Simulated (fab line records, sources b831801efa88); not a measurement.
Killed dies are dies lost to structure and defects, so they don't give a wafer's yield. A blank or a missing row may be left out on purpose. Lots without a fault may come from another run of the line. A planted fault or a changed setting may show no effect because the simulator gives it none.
A struck lot beside a sound one | flow sky130 | 36 steps out of a route of 708
Sound: wafers L612.3, L612.4, L612.6. Struck: wafers L608.1, L608.4, L608.5. The cause comes at the end.
At each step with rows: each side's tool, then ch and its chambers, then its first start. Under that, the readings that differ: sound wafers | struck wafers | difference of the means | sigmas: that difference in standard deviations of wafers without a fault.
alike: readings whose means differ by less than 2 such deviations, and words and numbers that are the same on both sides. not compared: withheld readings, readings that some wafer has no value for, bounds like >300 that may hide the same value, and numbers for which the record gives no deviation and whose values overlap.
The two part at a step that has a row with sigmas, a row that says differs or no value, or rows on one side only. Numbers that don't overlap but have no deviation are shown without sigmas and don't part them. A reading that every wafer of one side lacks parts them only if that side has two wafers or more.

first, 10 steps without rows for these wafers: SKY_NWELL_IMPLANT_12; SKY_NWELL_IMPLANT_13; SKY_NWELL_STRIP_14 (strips in O2/N2); SKY_NWELL_DEHYDRATE_16 (time 60 s); SKY_NWELL_HMDS_17 (prime time 60 s); SKY_NWELL_COAT_18 (resist thk 3000 nm); SKY_NWELL_SOFTBAKE_19; SKY_NWELL_EXPOSE_20 (exposes mask NWM COMPLEMENT, target cd 840 nm); SKY_NWELL_PEB_21; SKY_NWELL_DEVELOP_22 (develop time 60 s).
SKY_NWELL_IMPLANT_24:
  sound on implanter-01 ch 0, day 8 13:26; struck on implanter-03 ch 0, day 7 14:26
  reading            | sound                         | struck                           | difference  | sigmas
  dose_ions_cm2      | 9.206e+12 9.182e+12 9.185e+12 | 1.3464e+13 1.3483e+13 1.3474e+13 | +4.2827e+12 | +99 or more
  faraday_current_uA | 50.8 53.7 50.6                | 76.1 77.1 74.3                   | +24.1       | +22
  alike: end_station_pressure_torr
then, 1 step without rows for these wafers: SKY_NWELL_STRIP_25 (strips in O2/N2).
SKY_NWELL_TW_MEAS_26:
  sound on film_metro-02, day 8 13:39; struck on film_metro-04, day 7 14:41
  reading    | sound       | struck      | difference | sigmas
  NWELL_2_TW | 494 495 496 | 556 555 556 | +61        | +16
then, 20 steps without rows for these wafers: SKY_NWELL_CLEAN_27 (cleans in SC1/SC2, time 150 s); SKY_NWELL_RTA_28 (time 30 s); SKY_VT_ADJUST_HVTP_DEHYDRATE_00 (time 60 s); SKY_VT_ADJUST_HVTP_HMDS_01 (prime time 58.32 s); SKY_VT_ADJUST_HVTP_COAT_02 (resist thk 1140 nm); SKY_VT_ADJUST_HVTP_SOFTBAKE_03 (time 60 s); SKY_VT_ADJUST_HVTP_EXPOSE_04 (exposes mask HVTPM, target cd 380 nm); SKY_VT_ADJUST_HVTP_PEB_05; SKY_VT_ADJUST_HVTP_DEVELOP_06 (develop time 60 s); SKY_VT_ADJUST_HVTP_IMPLANT_09; SKY_VT_ADJUST_HVTP_STRIP_10 (strips in O2/N2); SKY_VT_ADJUST_LVTN_DEHYDRATE_00 (time 60 s); SKY_VT_ADJUST_LVTN_HMDS_01 (prime time 60 s); SKY_VT_ADJUST_LVTN_COAT_02 (resist thk 3000 nm); SKY_VT_ADJUST_LVTN_SOFTBAKE_03; SKY_VT_ADJUST_LVTN_EXPOSE_04 (exposes mask NWM COMPLEMENT LESS NATIVE, target cd 840 nm); SKY_VT_ADJUST_LVTN_PEB_05; SKY_VT_ADJUST_LVTN_DEVELOP_06 (develop time 60 s); SKY_VT_ADJUST_LVTN_IMPLANT_08; SKY_VT_ADJUST_LVTN_STRIP_09 (strips in O2/N2).
-- the record jumps here: 29 days lie between the struck wafers' starts before and after (it left off in module VT_ADJUST_LVTN and takes up again in module METAL1, whose first step shown is number 451 of the route) --
SKY_METAL1_DESCUM_17: chemistry O2, time 8 s.
  sound on rie_metal-01 ch 1, day 37 04:46; struck on rie_metal-04 ch 0, day 36 05:57
  reading                 | sound             | struck            | difference | sigmas
  model.METAL1.cd_nm (nm) | 140.5 139.3 139.2 | 144.4 145.5 143.9 | +4.9       |
  alike: chamber_pressure_mTorr, drypump_motor_current_A, oes_product_au
  not compared: rf_hours_counter_h
SKY_METAL1_METAL_ETCH_19: etches the open film in Cl2/BCl3, stops on SiO2, target depth 360 nm, time 78 s.
  sound on rie_metal-01 ch 1, day 37 04:59; struck on rie_metal-04 ch 0, day 36 06:03
  alike: chamber_pressure_mTorr, drypump_motor_current_A, oes_product_au, throttle_valve_pct
  not compared: rf_hours_counter_h, model.METAL1.cd_nm
-- the record jumps here: 12 days lie between the struck wafers' starts before and after (it left off in module METAL1 and takes up again in module PAD_OPEN, whose first step shown is number 708 of the route) --
SKY_PAD_OPEN_PROBE_99:
  sound on prober-02, day 49 06:53; struck on prober-01, day 48 12:42
  reading                                    | sound                         | struck                        | difference | sigmas
  model.etest.pfet_16v.r_on_ohm_um           | 1.544e+04 1.55e+04 1.531e+04  | 1.291e+04 1.314e+04 1.278e+04 | -2.473e+03 |
  model.etest.res_iso_pwell.rs_ohm_sq        | 3336 3306 3231                | 2565 2682 2490                | -712       |
  model.etest.res_pwell_under_gate.rs_ohm_sq | 2296 2310 2320                | 1782 1776 1780                | -529       |
  model.etest.nfet_16v.r_on_ohm_um           | 1.395e+04 1.399e+04 1.411e+04 | 1.466e+04 1.483e+04 1.451e+04 | +6.500e+02 |
  model.etest.res_iso_pwell.line_ohm_um      | 1258 1245 1204                | 958.6 1020 920.6              | -269.3     |
  model.etest.tip_n_5v.rs_ohm_sq             | 1383 1387 1385                | 1467 1461 1467                | +80        |
  model.etest.res_iso_pwell.width_nm (nm)    | 2654 2650 2654                | 2682 2674 2671                | +23        |
  model.etest.res_nwell.width_nm (nm)        | 827 826.9 829.6               | 820.9 824.6 819.5             | -6.2       |
  alike: killed_at_M0_to_M3, killed_at_M4_up, killed_at_contacts, killed_at_front_end, killed_at_other, killed_dies, killed_open, killed_short

WHERE THEY PART
First at SKY_NWELL_IMPLANT_24; last, within this record, at SKY_NWELL_TW_MEAS_26. Later steps at which nothing parts them and some readings are alike: SKY_METAL1_DESCUM_17, SKY_METAL1_METAL_ETCH_19, SKY_PAD_OPEN_PROBE_99.

WHY: what the simulator had put in
Process parameter drift: implanter-03, from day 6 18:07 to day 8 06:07, at SKY_NWELL_IMPLANT_24. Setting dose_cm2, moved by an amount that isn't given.
